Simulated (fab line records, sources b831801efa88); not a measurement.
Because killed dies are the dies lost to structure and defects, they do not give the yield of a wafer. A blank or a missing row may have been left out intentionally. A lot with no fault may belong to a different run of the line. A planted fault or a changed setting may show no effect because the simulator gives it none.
Which tool was responsible? / flow sky130 / 6 lots, 18 wafers sampled, at 4 steps of a route of 708

== WHAT EACH GAUGE READ, for each wafer ==
SKY_VT_ADJUST_HVTP_CD_MEAS_07 targets a cd of 380 nm.
lot=L685; measured=day 6 22:25; on=cd sem-01; cd nm (nm)=382.6 384.9 383.1
lot=L691; measured=day 8 17:18; on=cd sem-02; cd nm (nm)=376.6 376.3 378.7
lot=L696; measured=day 9 10:48; on=cd sem-02; cd nm (nm)=380.7 380.7 381.6
lot=L703; measured=day 11 10:05; on=cd sem-02; cd nm (nm)=382.3 382.2 380.9
lot=L705; measured=day 11 16:14; on=cd sem-02; cd nm (nm)=376.0 375.8 375.6
lot=L707; measured=day 12 06:28; on=cd sem-02; cd nm (nm)=375.7 379.7 379.5

== WHAT TOOL EACH LOT RAN ON (gives the tool, then ch and the chambers of the sampled wafers, and finally the start) ==
lot=L685; SKY_FIELD_ISO_ETCH_14=rie diel-02 ch 0,1,2, day 2 10:42; SKY_FIELD_ISO_ETCH_15=rie diel-02 ch 0,1,2, day 2 10:44; SKY_FIELD_ISO_WET_ETCH_28=wet bench-02 ch 0, day 3 02:18
lot=L691; SKY_FIELD_ISO_ETCH_14=rie diel-01 ch 1,3, day 3 17:50; SKY_FIELD_ISO_ETCH_15=rie diel-01 ch 1,3, day 3 17:52; SKY_FIELD_ISO_WET_ETCH_28=wet bench-04 ch 2, day 4 10:35
lot=L696; SKY_FIELD_ISO_ETCH_14=rie diel-01 ch 0,1,3, day 4 18:35; SKY_FIELD_ISO_ETCH_15=rie diel-01 ch 0,1,3, day 4 18:37; SKY_FIELD_ISO_WET_ETCH_28=wet bench-04 ch 3, day 5 05:55
lot=L703; SKY_FIELD_ISO_ETCH_14=rie diel-01 ch 0,1,3, day 6 08:15; SKY_FIELD_ISO_ETCH_15=rie diel-01 ch 0,1,3, day 6 08:17; SKY_FIELD_ISO_WET_ETCH_28=wet bench-04 ch 1, day 6 19:28
lot=L705; SKY_FIELD_ISO_ETCH_14=rie diel-01 ch 0,2, day 6 17:30; SKY_FIELD_ISO_ETCH_15=rie diel-01 ch 0,2, day 6 17:32; SKY_FIELD_ISO_WET_ETCH_28=wet bench-02 ch 2, day 7 00:04
lot=L707; SKY_FIELD_ISO_ETCH_14=rie diel-01 ch 0,1,3, day 7 09:00; SKY_FIELD_ISO_ETCH_15=rie diel-01 ch 0,1,3, day 7 09:02; SKY_FIELD_ISO_WET_ETCH_28=wet bench-04 ch 3, day 7 12:44
- SKY_FIELD_ISO_ETCH_14: etches BARC in N2/H2, stops on SiO2, time 45.9 s, target depth 60 nm.
- SKY_FIELD_ISO_ETCH_15: etches the open film in CHF3/O2, stops on Si, target depth 180 nm, time 72 s.
- SKY_FIELD_ISO_WET_ETCH_28: etches SiO2 in dHF, target depth 23.7 nm, time 47 s.

== THE ANSWER, worked out from the rows above alone ==
Rule: the usual values come from the lots themselves. Put in order of their means at a reading, lots are off if they are a third of the lots or fewer, leave a main group of 4 or more, and stand apart from it by a gap of 3 or more times the standard deviation of the main group's means; of several such gaps the widest counts. A main group whose means are all the same, to the digits that the tables above print for the reading, isn't used. A lot without any number at a reading at which 4 lots or more have one is off too. Any other lot the step has rows for is counted as sound.
Nothing can be told from this: no lot is off at any reading shown.

== WHAT THE SIMULATOR PUT IN ==
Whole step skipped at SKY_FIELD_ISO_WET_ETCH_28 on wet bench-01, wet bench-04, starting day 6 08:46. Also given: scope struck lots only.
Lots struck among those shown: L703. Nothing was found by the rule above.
